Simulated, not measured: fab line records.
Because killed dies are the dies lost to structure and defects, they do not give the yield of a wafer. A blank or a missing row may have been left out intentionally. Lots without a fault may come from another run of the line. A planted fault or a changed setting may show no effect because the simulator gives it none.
Shared-tool check ; flow sky130 ; 42 wafers sampled across 11 lots

== WHY IT WAS OPENED ==
Flagged at SKY_CONTACT_CD_MEAS_14: reading cd nm, on 3 of 11 lots. No-fault wafers: 170.0 nm, standard deviation 1.4.
Rule: a lot gets a flag if all its wafers with a number sit over 4 standard deviations from that mean, or if no wafer of it has a number. All remaining lots are regarded as sound.

lot;measured;on;cd nm (nm), wafer by wafer;flag
L857;day 31 15:31;cd sem-01;167.9 167.1 166.2;
L860;day 32 12:29;cd sem-02;168.4 168.4 169.6;
L861;day 32 22:14;cd sem-01;170.1 168.2 172.2;
L864;day 33 23:20;cd sem-02;161.5 161.1 161.4 161.4 161.3 161.9;FLAGGED
L867;day 35 09:19;cd sem-02;162.1 163.1 164.0 162.6 163.1 164.3;FLAGGED
L868;day 35 19:47;cd sem-01;163.8 163.3 162.7 163.8 163.3 163.1;FLAGGED
L873;day 37 00:39;cd sem-02;168.8 168.6 170.2;
L874;day 37 12:58;cd sem-02;171.1 169.9 170.4;
L875;day 37 14:41;cd sem-02;169.1 170.4 170.5;
L876;day 37 19:35;cd sem-01;169.3 170.7 169.4;
L877;day 37 21:05;cd sem-01;169.2 170.1 169.6;
On average the flagged lots' numbers are 162.7 nm, which is -7.3 nm against the usual, or -5 standard deviations.

== WHICH TOOL EACH LOT WENT THROUGH ==
Before the reading, the record contains 3 process steps out of a 708-step route. Cell contents, in order: the tool; ch with the chambers the sampled wafers went through; the start.
lot;flag;SKY_LI_CONTACT_ETCH_14;SKY_LOCAL_INTERCONNECT_STRIP_15;SKY_CONTACT_EXPOSE_11
L857;;rie diel-01 ch 2,3, day 29 04:26;plasma asher-01 ch 0, day 30 10:03;krf scanner-02 ch 0, day 31 01:15
L860;;rie diel-03 ch 0,1,2, day 30 02:36;plasma asher-04 ch 0,1, day 31 08:39;krf scanner-01 ch 0, day 31 23:19
L861;;rie diel-04 ch 1,2, day 30 12:57;plasma asher-04 ch 1, day 31 17:57;krf scanner-01 ch 0, day 32 08:47
L864;FLAGGED;rie diel-03 ch 0,2,3, day 31 15:27;plasma asher-03 ch 0,1, day 32 19:24;krf scanner-01 ch 0, day 33 10:25
L867;FLAGGED;rie diel-03 ch 1,3, day 33 02:17;plasma asher-03 ch 0,1, day 34 06:06;krf scanner-01 ch 0, day 34 20:11
L868;FLAGGED;rie diel-01 ch 1,2,3, day 33 12:30;plasma asher-03 ch 0,1, day 34 16:24;krf scanner-01 ch 0, day 35 07:23
L873;;rie diel-01 ch 0,1,2, day 34 18:00;plasma asher-04 ch 0,1, day 35 21:51;krf scanner-02 ch 0, day 36 12:17
L874;;rie diel-01 ch 0,1,2, day 35 06:41;plasma asher-04 ch 0,1, day 36 10:43;krf scanner-02 ch 0, day 37 00:10
L875;;rie diel-03 ch 2,3, day 35 08:30;plasma asher-04 ch 0,1, day 36 12:09;krf scanner-02 ch 0, day 37 01:53
L876;;rie diel-01 ch 1,2,3, day 35 13:23;plasma asher-01 ch 0,1, day 36 16:41;krf scanner-02 ch 0, day 37 06:47
L877;;rie diel-01 ch 0,1,3, day 35 15:21;plasma asher-03 ch 0,1, day 36 18:54;krf scanner-02 ch 0, day 37 08:20
These steps, and what they do:
- SKY_LI_CONTACT_ETCH_14: etches BARC in N2/H2, stops on SiO2, time 45.9 s, target depth 60 nm.
- SKY_LOCAL_INTERCONNECT_STRIP_15: strips in O2/N2.
- SKY_CONTACT_EXPOSE_11: exposes mask CTM1, target cd 170 nm.
- SKY_CONTACT_CD_MEAS_14: target cd 170 nm.

== FLAGGED AGAINST TOTAL, ONE TOOL AT A TIME (gauges that did the reading follow at the end) ==
step;tool;lots run;flagged;share of the flagged lots;sound lots run after its first flagged lot
SKY_LI_CONTACT_ETCH_14;rie diel-01;6;1;some;4 (L873,L874,L876,L877)
SKY_LI_CONTACT_ETCH_14;rie diel-03;4;2;some;1 (L875)
SKY_LI_CONTACT_ETCH_14;rie diel-04;1;0;none;-
SKY_LOCAL_INTERCONNECT_STRIP_15;plasma asher-01;2;0;none;-
SKY_LOCAL_INTERCONNECT_STRIP_15;plasma asher-03;4;3;all;1 (L877)
SKY_LOCAL_INTERCONNECT_STRIP_15;plasma asher-04;5;0;none;-
SKY_CONTACT_EXPOSE_11;krf scanner-01;5;3;all;0
SKY_CONTACT_EXPOSE_11;krf scanner-02;6;0;none;-
SKY_CONTACT_CD_MEAS_14;cd sem-01;5;1;some;2 (L876,L877)
SKY_CONTACT_CD_MEAS_14;cd sem-02;6;2;some;3 (L873,L874,L875)

== THE TABLE: WHAT IT ALLOWS ==
Every flagged lot went through 2 rows of the table: plasma asher-03 at SKY_LOCAL_INTERCONNECT_STRIP_15 and krf scanner-01 at SKY_CONTACT_EXPOSE_11.
- plasma asher-03 at SKY_LOCAL_INTERCONNECT_STRIP_15: 3 of its 4 lots flagged. Sound lots ran on it after the first flagged one (L877), which a lasting fault on the whole tool wouldn't allow.
- krf scanner-01 at SKY_CONTACT_EXPOSE_11: 3 of its 5 lots flagged. A fault beginning between L861 (day 32 08:47), its last sound lot, and L864 (day 33 10:25), its first flagged one, fits the data. Its own readings lie more than 4 standard deviations out on every wafer of the flagged lots: exposure dose mJ cm2.
krf scanner-01 at SKY_CONTACT_EXPOSE_11 is the single tool remaining.

== WHAT HAD BEEN PUT IN BY THE SIMULATOR ==
Process parameter drift: krf scanner-01, from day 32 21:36 on, at SKY_CONTACT_EXPOSE_11. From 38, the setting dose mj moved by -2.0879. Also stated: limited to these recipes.
Lots struck among those shown: L864, L867, L868. The same result came from the rule above.
